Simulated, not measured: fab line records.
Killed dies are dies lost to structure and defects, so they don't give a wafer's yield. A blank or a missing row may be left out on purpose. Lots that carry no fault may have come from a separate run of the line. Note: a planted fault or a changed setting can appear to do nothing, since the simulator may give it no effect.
Which tool did it? | flow gf180mcu | 13 lots, 39 wafers sampled, at 5 steps of a route of 602

WHAT EACH GAUGE READ, for each wafer
GF_DNWELL_TW_MEAS_09. Usual: DNWELL_TW typically reads 1358, with standard deviation 10.
lot  | measured    | on            | DNWELL_TW      | flag
L644 | day 2 18:55 | film metro-01 | 1368 1363 1368 |
L645 | day 2 23:01 | film metro-01 | 1364 1364 1365 |
L648 | day 3 15:19 | film metro-02 | 1355 1359 1357 |
L649 | day 3 20:29 | film metro-02 | 1357 1362 1356 |
L651 | day 4 09:27 | film metro-01 | 1347 1354 1355 |
L652 | day 4 11:52 | film metro-01 | 1364 1357 1365 |
L653 | day 4 17:14 | film metro-01 | 1359 1360 1356 |
L655 | day 5 12:44 | film metro-02 | 1354 1354 1356 |
L659 | day 6 07:04 | film metro-02 | 1343 1344 1335 |
L660 | day 6 11:50 | film metro-02 | 1337 1337 1341 |
L663 | day 7 00:23 | film metro-01 | 1367 1367 1356 |
L665 | day 7 10:18 | film metro-03 | 1364 1364 1365 |
L667 | day 7 20:58 | film metro-02 | 1352 1348 1356 |

GF_NWELL_OVL_MEAS_07. Usual: NWELL_OVL typically reads -0.9 nm, with standard deviation 1.3.
lot  | measured    | on         | NWELL_OVL (nm) | flag
L644 | day 3 06:32 | overlay-01 | -2.4 -1.7 -1.4 |
L645 | day 3 11:27 | overlay-01 | -1.5 -1.9 -0.8 |
L648 | day 4 04:27 | overlay-02 | -1.5 -2.1 -2.4 |
L649 | day 4 09:54 | overlay-02 | -1.0 -1.4 -1.2 |
L651 | day 4 22:42 | overlay-01 | -0.6 -0.1 -0.1 |
L652 | day 5 00:37 | overlay-01 | 0.6 -0.4 0.8   |
L653 | day 5 06:16 | overlay-01 | -1.8 -3.4 -1.4 |
L655 | day 6 03:16 | overlay-02 | -0.3 0.1 0.0   |
L659 | day 6 22:16 | overlay-02 | 1.2 -0.2 -0.1  |
L660 | day 7 03:35 | overlay-02 | 1.0 -0.3 -0.8  |
L663 | day 7 15:49 | overlay-02 | -2.6 -1.5 -1.2 |
L665 | day 8 01:49 | overlay-01 | 0.7 1.2 -0.3   |
L667 | day 8 12:54 | overlay-02 | 0.1 -0.6 -0.8  |

GF_VT_IMPLANT_OVL_MEAS_40. Usual: VT_IMPLANT_03_OVL typically reads 0.7 nm, with standard deviation 1.3.
lot  | measured     | on         | VT_IMPLANT_03_OVL (nm) | flag
L644 | day 7 12:56  | overlay-02 | 3.3 2.2 2.1            |
L645 | day 7 15:18  | overlay-02 | 2.3 2.2 1.6            |
L648 | day 8 14:25  | overlay-01 | -0.6 0.8 -1.7          |
L649 | day 8 21:30  | overlay-02 | 0.8 0.1 -1.7           |
L651 | day 9 16:00  | overlay-01 | 2.1 1.2 1.6            |
L652 | day 9 16:50  | overlay-02 | 1.9 1.8 0.5            |
L653 | day 10 00:01 | overlay-01 | -0.4 -1.0 0.8          |
L655 | day 10 23:11 | overlay-01 | - - -                  | OFF
L659 | day 11 23:35 | overlay-02 | -0.7 -0.7 0.3          |
L660 | day 12 04:47 | overlay-01 | 3.5 1.4 0.8            |
L663 | day 12 20:15 | overlay-02 | 0.4 0.3 0.0            |
L665 | day 13 07:19 | overlay-02 | 1.1 -1.5 0.5           |
L667 | day 13 23:24 | overlay-02 | 0.5 1.4 1.5            |

GF_VT_IMPLANT_TW_MEAS_43. Usual: VT_IMPLANT_4_TW typically reads 685, with standard deviation 7.3.
lot  | measured     | on            | VT_IMPLANT_4_TW | flag
L644 | day 7 13:14  | film metro-02 | 694 692 691     |
L645 | day 7 15:35  | film metro-01 | 693 697 689     |
L648 | day 8 14:42  | film metro-01 | 696 689 697     |
L649 | day 8 21:48  | film metro-01 | 697 693 696     |
L651 | day 9 16:17  | film metro-02 | 686 684 683     |
L652 | day 9 17:07  | film metro-02 | 686 682 685     |
L653 | day 10 00:19 | film metro-01 | 697 696 696     |
L655 | day 10 23:29 | film metro-02 | 30 30 30        | OFF
L659 | day 11 23:53 | film metro-04 | 681 677 678     |
L660 | day 12 05:05 | film metro-02 | 684 689 687     |
L663 | day 12 20:36 | film metro-02 | 683 687 683     |
L665 | day 13 07:36 | film metro-01 | 683 685 680     |
L667 | day 13 23:42 | film metro-01 | 683 682 684     |

EACH LOT AND THE TOOL THAT RAN IT (in order: tool; ch and the chambers of the sampled wafers; start)
lot  | GF_VT_IMPLANT_EXPOSE_37
L644 | iline stepper-02 ch 0, day 7 04:11
L645 | iline stepper-02 ch 0, day 7 07:46
L648 | iline stepper-02 ch 0, day 8 06:40
L649 | iline stepper-01 ch 0, day 8 12:42
L651 | iline stepper-02 ch 0, day 9 07:26
L652 | iline stepper-02 ch 0, day 9 07:58
L653 | iline stepper-01 ch 0, day 9 15:34
L655 | iline stepper-01 ch 0, day 10 15:20
L659 | iline stepper-02 ch 0, day 11 14:08
L660 | iline stepper-01 ch 0, day 11 19:28
L663 | iline stepper-01 ch 0, day 12 10:57
L665 | iline stepper-01 ch 0, day 12 21:20
L667 | iline stepper-01 ch 0, day 13 12:42
- GF_VT_IMPLANT_EXPOSE_37: exposes mask Nwell HV AREA, target cd 860 nm.

AS READ BY THE TOOLS THEMSELVES (means over the sampled wafers that have a number; for cases with no such wafer, the mark the record gives instead)
The record holds no such reading with a usual standard deviation.

THE ANSWER, worked out from the rows above alone
Rule: lot off if the mean of its wafers having a number is beyond 3 standard deviations from the usual mean. Also off: a lot with no number at a reading for which 4 or more lots have one. All remaining lots with rows at the step are treated as sound. First the gauges in route order, then the tools' own readings, where a lot's mean is used as printed above. At the first step where some lot is off, the reading lying furthest off is the one used; lots without a number count as furthest.
Off: L655, seen at GF_VT_IMPLANT_OVL_MEAS_40 (VT_IMPLANT_03_OVL). Without a number there: L655.
A tool fits if, at a process step before that reading, it ran every lot that is off, and no sound lot after the first of them. Not tried: the gauges at GF_VT_IMPLANT_OVL_MEAS_40; whatever is off there is also off at GF_VT_IMPLANT_TW_MEAS_43, on other tools, and gauge error can't account for it. Of those tried, none fits.

WHAT WAS PUT IN BY THE SIMULATOR
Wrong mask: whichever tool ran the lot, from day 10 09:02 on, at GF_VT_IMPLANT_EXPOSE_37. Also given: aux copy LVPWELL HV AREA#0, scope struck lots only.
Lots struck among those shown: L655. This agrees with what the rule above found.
